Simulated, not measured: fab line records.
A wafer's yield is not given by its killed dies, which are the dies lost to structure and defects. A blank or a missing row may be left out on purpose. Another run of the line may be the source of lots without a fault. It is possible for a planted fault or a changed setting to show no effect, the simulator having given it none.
Shared-tool check | flow gf180mcu | 12 lots and 39 wafers in the sample

## THE REASON FOR OPENING IT
1 of 12 lots carry a flag on the reading HV_LDD_CVD_56_THK at GF_HV_LDD_THK_MEAS_57. No-fault wafers: 89.8 nm, standard deviation 1.
Rule: a lot gets a flag if all its wafers with a number sit over 4 standard deviations from that mean, or if no wafer of it has a number. The rest of the lots are taken to be sound.

lot  | measured     | on            | HV_LDD_CVD_56_THK (nm), wafer by wafer | flag
L456 | day 12 14:03 | film-metro-04 | 88.0 89.4 88.3                         |
L457 | day 12 19:32 | film-metro-04 | 90.2 90.2 89.9                         |
L458 | day 12 22:29 | film-metro-04 | 90.2 90.5 91.0                         |
L459 | day 13 11:02 | film-metro-01 | 90.2 90.0 89.8                         |
L460 | day 13 15:16 | film-metro-03 | 90.3 89.4 89.3                         |
L468 | day 16 16:47 | film-metro-04 | 80.7 80.7 79.9 80.7 80.7 79.9          | FLAGGED
L470 | day 17 09:37 | film-metro-04 | 88.3 88.2 88.7                         |
L471 | day 17 16:40 | film-metro-04 | 87.8 88.2 88.7                         |
L472 | day 17 21:59 | film-metro-04 | 90.4 90.3 89.2                         |
L473 | day 18 04:09 | film-metro-03 | 89.9 89.1 89.5                         |
L478 | day 20 12:04 | film-metro-03 | 91.6 90.6 91.2                         |
L479 | day 20 13:41 | film-metro-04 | 90.8 90.4 90.9                         |
Average over the flagged lots: 80.4 nm; offset from the usual -9.4 nm, equal to -9 standard deviations.

## WHICH TOOL RAN EACH LOT
2 process steps preceding the reading are held in the record, out of 602 steps in the route. Every cell lists first the tool, next ch and the chambers used by the sampled wafers, and last the start.
lot  | flag    | GF_STI_CMP_25                | GF_HV_LDD_CVD_56
L456 |         | cmp-01 ch 0,1,2, day 2 03:11 | lpcvd-02 ch 0, day 12 12:37
L457 |         | cmp-02 ch 1,2,3, day 2 08:27 | lpcvd-02 ch 1, day 12 18:06
L458 |         | cmp-02 ch 0,1,2, day 2 12:31 | lpcvd-01 ch 1, day 12 21:03
L459 |         | cmp-01 ch 0,1, day 2 19:10   | lpcvd-02 ch 0, day 13 09:37
L460 |         | cmp-02 ch 1,3, day 3 00:34   | lpcvd-02 ch 1, day 13 13:50
L468 | FLAGGED | cmp-01 ch 0,2,3, day 4 18:26 | lpcvd-01 ch 0, day 16 15:21
L470 |         | cmp-01 ch 0,2,3, day 5 03:58 | lpcvd-02 ch 1, day 17 08:11
L471 |         | cmp-01 ch 1,2,3, day 5 09:04 | lpcvd-02 ch 1, day 17 15:14
L472 |         | cmp-02 ch 0,1, day 5 15:08   | lpcvd-02 ch 0, day 17 20:33
L473 |         | cmp-02 ch 0,2,3, day 5 19:15 | lpcvd-02 ch 1, day 18 02:43
L478 |         | cmp-01 ch 1,2, day 7 01:46   | lpcvd-02 ch 0, day 20 09:55
L479 |         | cmp-02 ch 1,2, day 7 01:49   | lpcvd-01 ch 0, day 20 10:29
These steps, and what they do:
- GF_STI_CMP_25: polishes, stops on Si3N4, t overpolish 33 s, target thk 524.6 nm.
- GF_HV_LDD_CVD_56: deposits Si3N4 from DCS/NH3, target thk 90 nm, time 1543 s.
- GF_HV_LDD_THK_MEAS_57

## FLAGGED OVER TOTAL, TOOL BY TOOL (the gauges that took the reading come last)
step                  | tool          | lots run | flagged | share of the flagged lots | sound lots run after its first flagged lot
GF_STI_CMP_25         | cmp-01        | 6        | 1       | all                       | 3 (L470,L471,L478)
GF_STI_CMP_25         | cmp-02        | 6        | 0       | none                      | -
GF_HV_LDD_CVD_56      | lpcvd-01      | 3        | 1       | all                       | 1 (L479)
GF_HV_LDD_CVD_56      | lpcvd-02      | 9        | 0       | none                      | -
GF_HV_LDD_THK_MEAS_57 | film-metro-01 | 1        | 0       | none                      | -
GF_HV_LDD_THK_MEAS_57 | film-metro-03 | 3        | 0       | none                      | -
GF_HV_LDD_THK_MEAS_57 | film-metro-04 | 8        | 1       | all                       | 4 (L470,L471,L472,L479)

## WHAT IS ALLOWED BY THE TABLE
In the table, 3 rows ran each flagged lot (cmp-01 at GF_STI_CMP_25; lpcvd-01 at GF_HV_LDD_CVD_56; film-metro-04 at GF_HV_LDD_THK_MEAS_57).
- cmp-01 at GF_STI_CMP_25: 1 of its 6 lots flagged. Lots that were sound ran on it after the first flagged one (L470, L471, L478); a persistent fault on the entire tool would not allow that.
- lpcvd-01 at GF_HV_LDD_CVD_56: 1 of its 3 lots flagged. Lots that were sound ran on it after the first flagged one (L479); a persistent fault on the entire tool would not allow that.
- film-metro-04 at GF_HV_LDD_THK_MEAS_57: 1 of its 8 lots flagged. Lots that were sound ran on it after the first flagged one (L470, L471, L472, L479); a persistent fault on the entire tool would not allow that.
There is no row in the table that ran each flagged lot and no sound lot after the first.

## WHAT WAS PUT IN BY THE SIMULATOR
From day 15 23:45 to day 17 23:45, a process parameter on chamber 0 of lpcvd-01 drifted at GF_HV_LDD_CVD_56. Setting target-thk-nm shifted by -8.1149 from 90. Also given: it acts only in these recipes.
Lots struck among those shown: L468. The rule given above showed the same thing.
